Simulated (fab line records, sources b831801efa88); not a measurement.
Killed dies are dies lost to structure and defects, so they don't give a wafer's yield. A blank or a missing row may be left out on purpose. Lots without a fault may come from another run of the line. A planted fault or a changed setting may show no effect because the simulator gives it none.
Which tool did it? | flow gf180mcu | 14 lots, 42 wafers sampled, at 2 steps of a route of 602

WHAT THE GAUGES READ, wafer by wafer
GF_M5_OVL_MEAS_08. Usual: M5_OVL 1 nm, standard deviation 5.1.
lot  | measured     | on         | M5_OVL (nm) | flag
L598 | day 26 01:11 | overlay-01 | 5 -5 7      |
L599 | day 26 05:35 | overlay-02 | 13 4 10     |
L600 | day 26 15:30 | overlay-02 | -2 -7 -2    |
L601 | day 27 18:50 | overlay-01 | 11 5 5      |
L603 | day 28 07:59 | overlay-02 | 2 -8 -4     |
L604 | day 28 18:49 | overlay-02 | 6 -1 -6     |
L606 | day 29 03:53 | overlay-02 | 0 1 -5      |
L605 | day 29 05:58 | overlay-01 | 9 -9 -6     |
L607 | day 29 17:02 | overlay-01 | 3 4 4       |
L608 | day 29 20:10 | overlay-01 | 11 13 13    |
L609 | day 29 22:26 | overlay-01 | -5 -2 -1    |
L610 | day 30 06:01 | overlay-02 | 3 3 -1      |
L611 | day 30 10:53 | overlay-02 | 9 -5 6      |
L614 | day 31 07:50 | overlay-02 | 1 2 -2      |

WHICH TOOL RAN EACH LOT (tool, then ch and the chambers of the sampled wafers, then the start)
lot  | GF_CONTACT_CVD_24
L598 | cvd_w-01 ch 0,1, day 15 20:06
L599 | cvd_w-01 ch 0,1, day 16 02:00
L600 | cvd_w-02 ch 0,1, day 16 11:25
L601 | cvd_w-02 ch 0,1, day 17 20:07
L603 | cvd_w-02 ch 0,1, day 18 11:10
L604 | cvd_w-02 ch 0,1, day 19 00:37
L606 | cvd_w-01 ch 0,1, day 19 11:46
L605 | cvd_w-02 ch 1, day 19 14:25
L607 | cvd_w-02 ch 0,1, day 20 03:12
L608 | cvd_w-02 ch 0,1, day 20 09:53
L609 | cvd_w-02 ch 0,1, day 20 12:58
L610 | cvd_w-02 ch 0,1, day 20 21:17
L611 | cvd_w-02 ch 0,1, day 21 00:50
L614 | cvd_w-02 ch 0,1, day 22 07:41
- GF_CONTACT_CVD_24: deposits W, target thk 300 nm, time 90.339 s.

WHAT THE TOOLS THEMSELVES READ (means of the sampled wafers that have a number; where no wafer has one, the mark that the record gives instead)
GF_CONTACT_CVD_24. Usual: heater_power_w 816 W, standard deviation 110.
lot  | tool     | heater_power_w (W) | flag
L598 | cvd_w-01 | 817                |
L599 | cvd_w-01 | 813                |
L600 | cvd_w-02 | 833                |
L601 | cvd_w-02 | 745                |
L603 | cvd_w-02 | 750                |
L604 | cvd_w-02 | 801                |
L606 | cvd_w-01 | 897                |
L605 | cvd_w-02 | 706                |
L607 | cvd_w-02 | 805                |
L608 | cvd_w-02 | 811                |
L609 | cvd_w-02 | 742                |
L610 | cvd_w-02 | 755                |
L611 | cvd_w-02 | 746                |
L614 | cvd_w-02 | 813                |

THE ANSWER, worked out from the rows above alone
Rule: a lot is off if the mean of its wafers that have a number lies more than 3 standard deviations from the usual mean. A lot without any number at a reading at which 4 lots or more have one is off too. The other lots that the step has rows for count as sound. The gauges are gone through in route order, then the tools' own readings, and for those a lot's mean is taken as printed above. The first step at which some lot is off is used, and at that step the reading that is off furthest; a lot without a number counts as furthest.
No lot is off at any reading shown: from this, nothing can be told.

WHAT THE SIMULATOR HAD PUT IN
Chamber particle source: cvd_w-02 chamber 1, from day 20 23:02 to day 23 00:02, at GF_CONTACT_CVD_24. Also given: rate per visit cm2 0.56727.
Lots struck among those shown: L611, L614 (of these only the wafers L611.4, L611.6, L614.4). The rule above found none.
